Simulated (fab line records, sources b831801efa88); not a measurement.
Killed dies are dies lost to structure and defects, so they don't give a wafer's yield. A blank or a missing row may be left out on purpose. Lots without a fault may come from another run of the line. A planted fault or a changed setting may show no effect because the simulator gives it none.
Split-lot experiment | flow sfq_line | 5 lots, 23 wafers read, on a route of 325 steps

THE SPLIT
At SFQ_TRILAYER_I4_VIA_LITHO_EXPOSE_104 (exposes mask I4, target cd 700 nm), the setting dose_mj was moved away from the recipe's 21.3 on 9 of the 23 wafers read, by -2.5% to +6.0%. The other wafers ran this setting at the recipe's value.

FROM THE SPLIT TO THE READING: what the file shows between them, 2 steps
- SFQ_TRILAYER_I4_VIA_LITHO_PEB_106: peb time 60 s
- SFQ_TRILAYER_I4_VIA_LITHO_DEVELOP_105: time 60 s

THE READING
I4.cd_nm (the simulator's own value, which no gauge read), in nm, at SFQ_TRILAYER_I4_VIA_BARC_OPEN_VIA_ETCH_146 (etches BARC in O2, target depth 125 nm, time 41.7 s). The file gives no usual value for it. The 14 wafers here that ran the recipe average 701.2 nm, standard deviation 1.2 nm.

wafer  | tool, chamber at the split | dose_mj as run | against the recipe | I4.cd_nm, nm | against lot-mates on the recipe
L075.1 | krf_scanner-01, 0          | 20.77          | -2.5%              | 694.2        | -5.5
L075.2 | krf_scanner-01, 0          | 21.3           | recipe             | 699.4        | -
L075.3 | krf_scanner-01, 0          | 21.3           | recipe             | 700.1        | -
L075.4 | krf_scanner-01, 0          | 20.77          | -2.5%              | 694.4        | -5.4
L075.5 | krf_scanner-01, 0          | 20.77          | -2.5%              | 694.8        | -5.0
L076.1 | krf_scanner-02, 0          | 21.3           | recipe             | 699.5        | -
L076.2 | krf_scanner-02, 0          | 21.3           | recipe             | 700.4        | -
L076.4 | krf_scanner-02, 0          | 21.3           | recipe             | 702.9        | -
L076.5 | krf_scanner-02, 0          | 21.3           | recipe             | 702          | -
L076.6 | krf_scanner-02, 0          | 21.3           | recipe             | 702          | -
L077.1 | krf_scanner-02, 0          | 22.58          | +6.0%              | 711.7        | +8.8
L077.2 | krf_scanner-02, 0          | 21.3           | recipe             | 703.6        | -
L077.3 | krf_scanner-02, 0          | 22.58          | +6.0%              | 711          | +8.0
L077.4 | krf_scanner-02, 0          | 22.58          | +6.0%              | 713.4        | +10.4
L077.5 | krf_scanner-02, 0          | 21.3           | recipe             | 702.3        | -
L082.2 | krf_scanner-02, 0          | 21.3           | recipe             | 700.4        | -
L082.3 | krf_scanner-02, 0          | 21.3           | recipe             | 701          | -
L082.4 | krf_scanner-02, 0          | 22.01          | +3.3%              | 703.3        | +2.6
L082.5 | krf_scanner-02, 0          | 22.01          | +3.3%              | 706.3        | +5.6
L082.6 | krf_scanner-02, 0          | 22.01          | +3.3%              | 706.6        | +5.9
L083.2 | krf_scanner-02, 0          | 21.3           | recipe             | 701.5        | -
L083.3 | krf_scanner-02, 0          | 21.3           | recipe             | 701.1        | -
L083.6 | krf_scanner-02, 0          | 21.3           | recipe             | 700.7        | -

THE FIT
A straight line over all 23 wafers: I4.cd_nm changes by +1.87 nm for each +1% of dose_mj; r = +0.95; the points scatter about the line by 1.5 nm.
The same after taking each lot's own level away (the mean of its wafers on the recipe; 23 wafers): +1.6 nm for each +1%; r = +0.97; scatter 1.1 nm.
On that fit, the largest move of dose_mj shifts the reading by 9.6 nm.
The lots' own levels span 699.75 to 702.95 nm, that is 2.7 times the standard deviation above.
So the lot-to-lot level changes the slope: the two fits differ.
Check: with one of the wafers moved furthest among these (+6.0%) left out of the fit, the line predicts +9.47 nm for it against its lot-mates. It came out at +8.75 nm against them.

OTHER SPLITS ON THESE WAFERS
These wafers also went through other splits before the reading. Each is held against what the fit with the lots' levels taken away leaves over:
other split on the same wafers                          | wafers away from the commonest value | r with I4.cd_nm (lot level and that fit taken away)
SFQ_TRILAYER_M2_BARC_OPEN_METAL_ETCH_077 icp_w          | 9                                    | +0.25
SFQ_TRILAYER_I2_DEP_PECVD_063 rf_w                      | 10                                   | +0.40
SFQ_TRILAYER_I2_VIA_LITHO_COAT_072 spin_rpm             | 12                                   | -0.27
SFQ_TRILAYER_M3_LITHO_COAT_080 spin_rpm                 | 8                                    | +0.04
SFQ_TRILAYER_M3_BARC_OPEN_METAL_ETCH_100 pressure_mtorr | 18                                   | +0.05
SFQ_TRILAYER_I3_VIA_LITHO_EXPOSE_086 dose_mj            | 5                                    | -0.07
SFQ_TRILAYER_M4_LITHO_COAT_093 resist_thk_nm            | 5                                    | +0.31
SFQ_TRILAYER_M4_LITHO_PEB_096 peb_temp_c                | 4                                    | -0.03
SFQ_TRILAYER_M4_ETCH_METAL_ETCH_096 bias_w              | 9                                    | +0.16

THE FILE'S OWN FIT
I4.cd_nm changes by +1.56 nm for each +1% of dose_mj, r = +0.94.
